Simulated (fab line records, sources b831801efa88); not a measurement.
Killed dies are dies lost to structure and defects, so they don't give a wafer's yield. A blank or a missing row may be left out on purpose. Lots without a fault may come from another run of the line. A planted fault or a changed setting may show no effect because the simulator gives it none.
One fault seen from 2 desks | flow sky130 | each desk has only its own numbers; what lay behind them comes last

THE TOOL OWNER'S DESK: litho_track-03
The tool's own readings at SKY_VT_ADJUST_HVTP_DEVELOP_06 (develop time 60 s): means of the sampled wafers that have a number, for each lot that ran on this tool. A lot is out of limits, marked OUT, if its mean lies more than 4 standard deviations from the usual mean; the brackets give that distance.
Columns: A = developer_temp_C at SKY_VT_ADJUST_HVTP_DEVELOP_06, usual 23.00 C; B = resist_line_temp_C at SKY_VT_ADJUST_HVTP_DEVELOP_06, usual 23.02 C
lot  | first seen here | A               | B
L653 | day 6 12:26     | 23.05           | 23.02
L654 | day 7 03:17     | 22.94           | 23.01
L657 | day 7 17:49     | 22.94           | 22.97
L672 | day 11 02:29    | 25.39 (+26) OUT | 23.04
L674 | day 11 17:11    | 25.32 (+25) OUT | 22.99
This desk's finding: out of limits on L672, L674; first on L672, day 11 02:29 (developer_temp_C at SKY_VT_ADJUST_HVTP_DEVELOP_06). In limits: L653, L654, L657.

THE METROLOGY DESK
What the gauges read, lot by lot, whatever tool the lot ran on: means of the sampled wafers that have a number. A lot is out of limits, marked OUT, if its mean lies more than 4 standard deviations from the usual mean; the brackets give that distance.
Columns: A = PWDE_RS at SKY_NWELL_RS_MEAS_31, usual 5277 ohm/sq; B = cd_nm at SKY_VT_ADJUST_HVTP_CD_MEAS_07, usual 378.7 nm; C = SONOS_TUNNEL_TW at SKY_SONOS_TUNNEL_TW_MEAS_12, usual 194.2; D = SONOS_ONO_OXIDATION_THK at SKY_SONOS_ONO_THK_MEAS_01, usual 2.61 nm
lot  | first seen here | A    | B     | C     | D
L653 | day 5 18:18     | 5262 | 380.8 | 193.1 | 2.69
L654 | day 6 08:08     | 5302 | 378.5 | 193.5 | 2.64
L656 | day 6 09:41     | 5267 | 374.2 | 195.5 | 2.62
L657 | day 6 22:37     | 5250 | 374.4 | 192.1 | 2.63
L660 | day 7 11:54     | 5277 | 381.8 | 196.2 | 2.58
L661 | day 7 22:55     | 5279 | 381.6 | 192.2 | 2.65
L664 | day 8 17:37     | 5276 | 377.7 | 193.9 | 2.62
L663 | day 8 17:55     | 5261 | 379.6 | 194.6 | 2.66
L666 | day 9 02:39     | 5274 | 379.2 | 193.2 | 2.69
L667 | day 9 06:32     | 5281 | 380.4 | 193.7 | 2.59
L672 | day 10 02:57    | 5242 | 371.1 | 194.5 | 2.56
L674 | day 10 18:00    | 5264 | 373.0 | 193.6 | 2.59
L675 | day 10 18:22    | 5303 | 375.5 | 193.3 | 2.60
This desk's finding: nothing out of limits on any of the 13 lots.

PUT TOGETHER
The tool owner's desk could have raised an alarm at day 11 02:29, on L672, L674.
The metrology desk saw nothing out of limits.
The metrology desk has L672, L674 on record, within its limits.
Of the lots named, all ran SKY_VT_ADJUST_HVTP_DEVELOP_06 on litho_track-03.

WHAT THE SIMULATOR HAD PUT IN
Process parameter drift: litho_track-03, from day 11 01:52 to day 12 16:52, at SKY_VT_ADJUST_HVTP_DEVELOP_06. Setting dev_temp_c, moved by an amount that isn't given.
Lots struck among those shown: L672, L674.
Hours from the fault's start to each desk's first reading out of limits: the tool owner's desk, 1.
